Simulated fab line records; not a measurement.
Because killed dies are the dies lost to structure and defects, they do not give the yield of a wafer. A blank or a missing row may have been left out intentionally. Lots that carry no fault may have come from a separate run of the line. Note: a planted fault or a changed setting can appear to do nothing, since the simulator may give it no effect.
Matching of chambers | flow sfq line | rie diel-04 running SFQ_TRILAYER_I6_VIA_BARC_OPEN_VIA_ETCH_235: 4 sister chambers
The step etches BARC in O2, target depth 125 nm, time 41.7 s. 8 wafers are shown with their chamber, then 8 later ones without.

## WAFERS PAIRED WITH THEIR CHAMBERS
wafer  | chamber | drypump motor current A (A) | rf fwd power W (W)
L829.2 | 3       | 5.78                        | 497.1
L829.4 | 0       | 5.73                        | 495.0
L830.1 | 0       | 5.68                        | 497.7
L830.5 | 3       | 5.79                        | 494.7
L833.5 | 2       | 5.78                        | 492.7
L834.5 | 1       | 5.36                        | 494.4
L834.6 | 2       | 5.76                        | 492.6
L846.3 | 1       | 5.35                        | 492.4

## WAFERS WHOSE CHAMBER IS MISSING
wafer  | drypump motor current A (A) | rf fwd power W (W)
L846.4 | 5.68                        | 495.4
L846.6 | 5.78                        | 492.5
L848.1 | 5.78                        | 494.3
L848.5 | 5.70                        | 496.5
L848.6 | 5.81                        | 496.0
L850.2 | 5.81                        | 493.4
L850.3 | 5.77                        | 488.9
L850.5 | 5.77                        | 491.0

## WHICH CHAMBER EACH ONE RAN IN
wafer  | from the rows above     | in truth
L846.4 | 0                       | 0
L846.6 | can't be placed: 2 or 3 | 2
L848.1 | can't be placed: 3 or 2 | 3
L848.5 | 0                       | 0
L848.6 | can't be placed: 3 or 2 | 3
L850.2 | can't be placed: 2 or 3 | 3
L850.3 | 2                       | 2
L850.5 | 2                       | 2
4 of 8 placed correctly. Not placeable from these rows: 4 (in 4, the candidates include the true chamber). 0 placed wrongly.
How it was worked out, from the rows above alone: a wafer's distance from a chamber is the root of the sum, over the readings, of the square of ((its reading less the chamber's mean) divided by the reading's scatter). The wafer belongs to the nearest chamber; if the next one is less than 2 further off, it can't be placed. The mean given for a chamber averages the wafers shown for that chamber. How the scatter is found: for the shown wafers, subtract from each reading the mean of its chamber, square and add these, divide the total by (wafers less chambers), then take the root.
